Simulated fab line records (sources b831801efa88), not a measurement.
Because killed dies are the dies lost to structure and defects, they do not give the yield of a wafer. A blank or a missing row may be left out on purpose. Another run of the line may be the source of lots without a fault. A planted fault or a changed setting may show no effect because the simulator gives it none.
A struck lot beside a sound one | flow gf180mcu | 21 steps out of a route of 602
Sound: these wafers, L339.1, L339.3, L339.5. Struck: wafers L350.2, L350.3, L350.5. The cause comes at the end.
For every step that has rows: the tool of each side, followed by ch and its chambers, followed by its first start. Under that, the readings that differ: sound wafers | struck wafers | difference of the means | sigmas: that difference in standard deviations of wafers without a fault.
alike: words and numbers the same on both sides, and readings whose means are apart by under 2 such deviations; not compared: readings that were withheld, readings missing a value for some wafer, numbers with overlapping values and no deviation given by the record, and bounds like >300 which may hide the same value.
Wherever a step has rows on one side only, a row that says differs or no value, or a row with sigmas, the two part there. Numbers that have no deviation but don't overlap get no sigmas and don't part them. A reading that every wafer of one side lacks parts them only if that side has two wafers or more.

GF_HV_LDD_CD_MEAS_31: target cd 400 nm.
  sound on cd-sem-01 at day 12 17:40; struck on cd-sem-01 at day 16 15:04
  alike: cd-nm
GF_HV_LDD_OVL_MEAS_32:
  sound on overlay-02 at day 12 17:47; struck on overlay-01 at day 16 15:11
  alike: HV_LDD_02_OVL
then, 4 steps without rows for these wafers: GF_HV_LDD_IMPLANT_33; GF_HV_LDD_IMPLANT_34; GF_HV_LDD_IMPLANT_35; GF_HV_LDD_IMPLANT_36.
GF_HV_LDD_STRIP_37: strips in O2/N2.
  sound on plasma-asher-03 ch 0, day 12 18:25; struck on plasma-asher-03 ch 0,1, day 16 15:49
  alike: chamber-pressure-mTorr, drypump-motor-current-A, heater-power-w, n2-flow-sccm, oes-product-au, strip-time-to-endpoint-s
  not compared: rf-hours-counter-h
GF_HV_LDD_TW_MEAS_38:
  sound on film-metro-02 at day 12 18:40; struck on film-metro-02 at day 16 15:55
  alike: HV_LDD_3_TW
then, 4 steps without rows for these wafers: GF_HV_LDD_DEHYDRATE_39 (time 60 s); GF_HV_LDD_HMDS_40 (prime time 60 s); GF_HV_LDD_COAT_41 (resist thk 1000 nm); GF_HV_LDD_SOFTBAKE_42 (time 60 s).
GF_HV_LDD_EXPOSE_43: exposes mask Pplus HV AREA, target cd 400 nm.
  sound on iline-stepper-01 ch 0, day 13 04:50; struck on iline-stepper-01 ch 0, day 17 03:58
  reading | sound                                           | struck                                          | difference | sigmas
  mask    | Pplus_HV_AREA#0 Pplus_HV_AREA#0 Pplus_HV_AREA#0 | Nplus_HV_AREA#0 Nplus_HV_AREA#0 Nplus_HV_AREA#0 | differs    |
then, 2 steps without rows for these wafers: GF_HV_LDD_PEB_44; GF_HV_LDD_DEVELOP_45 (develop time 60 s).
GF_HV_LDD_CD_MEAS_46: target cd 400 nm.
  sound on cd-sem-01 at day 13 14:25; struck on cd-sem-02 at day 17 14:43
  reading    | sound             | struck | difference                    | sigmas
  cd-nm (nm) | 398.8 401.8 401.5 | - - -  | no value on the struck wafers |
GF_HV_LDD_OVL_MEAS_47:
  sound on overlay-02 at day 13 14:32; struck on overlay-02 at day 17 14:50
  reading            | sound       | struck | difference                    | sigmas
  HV_LDD_03_OVL (nm) | 0.9 1.5 1.1 | - - -  | no value on the struck wafers |
then, 1 step without rows for these wafers: GF_HV_LDD_IMPLANT_48.
GF_HV_LDD_STRIP_49: strips in O2/N2.
  sound on plasma-asher-03 ch 1, day 13 14:44; struck on plasma-asher-04 ch 0,1, day 17 15:01
  reading                     | sound       | struck      | difference | sigmas
  drypump-motor-current-A (A) | 5.0 5.0 5.1 | 6.2 6.2 6.5 | +1.3       | +3
  alike: chamber-pressure-mTorr, heater-power-w, n2-flow-sccm, oes-product-au, strip-time-to-endpoint-s
  not compared: rf-hours-counter-h
GF_HV_LDD_TW_MEAS_50:
  sound on film-metro-02 at day 13 14:50; struck on film-metro-01 at day 17 15:22
  reading     | sound       | struck   | difference | sigmas
  HV_LDD_4_TW | 558 559 560 | 30 30 30 | -529       | -96
  not compared: hold
GF_PASSIVATION_PROBE_99:
  sound wafers here have rows in the record (prober-02, day 30 10:44); struck ones have none

== WHERE THEY PART ==
First at GF_HV_LDD_EXPOSE_43; last, within this record, at GF_PASSIVATION_PROBE_99.

WHY: what the simulator had put in
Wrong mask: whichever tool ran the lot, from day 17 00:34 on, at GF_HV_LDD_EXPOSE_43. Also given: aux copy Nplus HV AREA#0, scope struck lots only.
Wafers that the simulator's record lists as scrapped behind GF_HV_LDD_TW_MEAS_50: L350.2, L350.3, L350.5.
